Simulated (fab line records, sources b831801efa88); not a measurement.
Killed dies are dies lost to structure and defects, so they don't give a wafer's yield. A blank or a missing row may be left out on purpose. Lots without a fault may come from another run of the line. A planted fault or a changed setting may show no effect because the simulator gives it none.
Problem report in the 8D (eight disciplines) form, filled by code | flow sky130 | the parts of the form that need people (team, actions taken, sign-off) are left out

1. THE PROBLEM
plate_temp_C at SKY_VT_ADJUST_LVTN_SOFTBAKE_03 reads a mean of 102.03 C on 6 wafers of 2 lots; wafers without a fault read 110.00 C with a standard deviation of 0.13. That is -61 standard deviations from the usual mean.
First seen on wafer L281.2, day 11 14:51, on litho_track-02. The record holds 36 wafers of 12 lots with a number at this step. Rule for "out", or "out of limits": more than 4 standard deviations from the usual mean. The other wafers with a number count as sound.

2. WHAT IT IS AND WHAT IT IS NOT
question                    | is                                 | is not
which readings at this step | plate_temp_C, heater_power_total_W | -
which lots                  | L281, L282                         | L262, L263, L265, L267, L269, L270, L271, L272, L284, L285
which wafers of those lots  | all that have a number             | -
read on which tools         | litho_track-02                     | litho_track-01, litho_track-04
when                        | from day 11 14:51                  | up to then (24 sound wafers); but 6 sound wafers of L284, L285 came after

3. SUSPECTS, AND WHAT RULES EACH OUT
Counting: a tool at a process step up to the reading stays a suspect if it ran every lot that is out and no sound lot after the first of them.
- litho_track-02 at SKY_VT_ADJUST_LVTN_SOFTBAKE_03: kept. It ran every lot that is out, first L281 (day 11 14:51), and no sound lot after that; its last sound lot up to then is L271 (day 8 23:44). Its own readings are out on those wafers: heater_power_total_W, plate_temp_C.
Left after counting: litho_track-02 at SKY_VT_ADJUST_LVTN_SOFTBAKE_03.

4. THE CAUSE (what the simulator had put in)
Process parameter drift: litho_track-02, from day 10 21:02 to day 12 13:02, at SKY_VT_ADJUST_LVTN_SOFTBAKE_03. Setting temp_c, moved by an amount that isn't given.
Counting left only this tool.

5. THE CHAIN OF EFFECTS, in route order
Each row: a reading whose mean over the struck wafers that have a number lies more than 3 standard deviations from the usual. Only readings for which the record gives a usual standard deviation are gone through. hours: the time from each lot's start at the first step in this table that gives one to its start at this step, as a median over the lots. sigmas: the change in usual standard deviations.
hours | step                           | reading                  | usual    | on struck wafers | change | sigmas
0     | SKY_VT_ADJUST_LVTN_SOFTBAKE_03 | heater_power_total_W     | 65.33 W  | 58.97            | -6.36  | -42
0     | SKY_VT_ADJUST_LVTN_SOFTBAKE_03 | plate_temp_C             | 110.00 C | 102.03           | -7.97  | -61
13    | SKY_VT_ADJUST_LVTN_STRIP_09    | strip_time_to_endpoint_s | 36.93 s  | 37.60            | +0.67  | +6.7
The process steps in it:
- SKY_VT_ADJUST_LVTN_SOFTBAKE_03
- SKY_VT_ADJUST_LVTN_STRIP_09: strips in O2/N2.
Later measuring or inspecting steps at which every struck wafer that the step has a row for has a number for every such reading, and none has moved that far: SKY_VT_ADJUST_LVTN_OVL_MEAS_18.

6. WHAT WOULD HAVE CAUGHT IT SOONER
In this record the first reading out of limits was taken at day 11 14:51, 18 hours after the fault began at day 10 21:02.
